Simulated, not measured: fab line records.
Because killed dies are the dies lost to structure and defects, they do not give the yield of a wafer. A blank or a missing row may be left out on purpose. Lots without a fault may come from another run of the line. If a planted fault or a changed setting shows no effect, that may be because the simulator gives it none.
Problem report, 8D (eight disciplines) form, completed by code | flow gf180mcu | the parts of the form that need people (team, actions taken, sign-off) are left out

## 1. WHAT IS WRONG
strip_time_to_endpoint_s at GF_VT_IMPLANT_STRIP_42 reads a mean of 12.13 s on 2 wafers of 2 lots; wafers without a fault read 12.64 s with a standard deviation of 0.038. Measured from the usual mean, that is -13 standard deviations.
The step: strips in O2/N2.
The first sign was on wafer L366.4 at day 11 17:59, on plasma_asher-04. At this step, 39 wafers from 13 lots have a number in the record. Rule for "out", or "out of limits": more than 4 standard deviations from the usual mean. Any other wafer with a number is counted as sound.

## 2. WHAT THIS IS AND IS NOT
question                    | is                               | is not
which readings at this step | strip_time_to_endpoint_s         | drypump_motor_current_A, heater_power_w
which lots                  | L366, L367                       | L352, L355, L356, L358, L359, L368, L369, L370, L372, L373, L374
which wafers of those lots  | L366.4, L367.2                   | L366.3, L366.6, L367.5, L367.6
read on which tools         | plasma_asher-02, plasma_asher-04 | plasma_asher-03
when                        | from day 11 17:59                | up to then (17 sound wafers); but 20 sound wafers of L367, L368, L369, L370, L372, L373, L374 came after

## 3. THE SUSPECTS, EACH WITH WHAT RULES IT OUT
Counting: any tool at a process step up to the reading remains a suspect provided it ran every lot that is out. Sound lots after the first of them don't rule it out here, since some wafers of a struck lot are sound.
- litho_track-02 at GF_VT_IMPLANT_COAT_35 (resist thk 1000 nm): kept. It ran every lot that is out, first L366 (day 11 07:44); its last sound lot up to then is L355 (day 7 23:35).
Remaining after the count: litho_track-02 at GF_VT_IMPLANT_COAT_35.

## 4. THE CAUSE (what the simulator had put in)
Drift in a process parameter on litho_track-02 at GF_VT_IMPLANT_COAT_35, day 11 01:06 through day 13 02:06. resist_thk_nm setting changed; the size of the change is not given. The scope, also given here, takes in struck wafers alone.
This tool alone remained once counting was done.

## 5. THE EFFECT CHAIN, in route order
Each row: a reading whose mean over the struck wafers that have a number lies more than 3 standard deviations from the usual. Only readings whose record carries a usual standard deviation are examined. hours: median over the lots of the time between each lot's start at the first step of this table that gives one and its start at this step. sigmas: the change, counted in usual standard deviations.
hours | step                   | reading                  | usual   | on struck wafers | change | sigmas
0     | GF_VT_IMPLANT_STRIP_42 | strip_time_to_endpoint_s | 12.64 s | 12.13            | -0.51  | -13
It contains these process steps:
- GF_VT_IMPLANT_STRIP_42: strips in O2/N2.

## 6. WHAT WOULD HAVE CAUGHT IT SOONER
First out-of-limits reading in this record: day 11 17:59, which is 17 hours after fault onset at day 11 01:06.
All the lots that are out (2) had begun GF_VT_IMPLANT_COAT_35 on litho_track-02 by day 11 17:59. A hold on the tool at that time would have spared none of them.
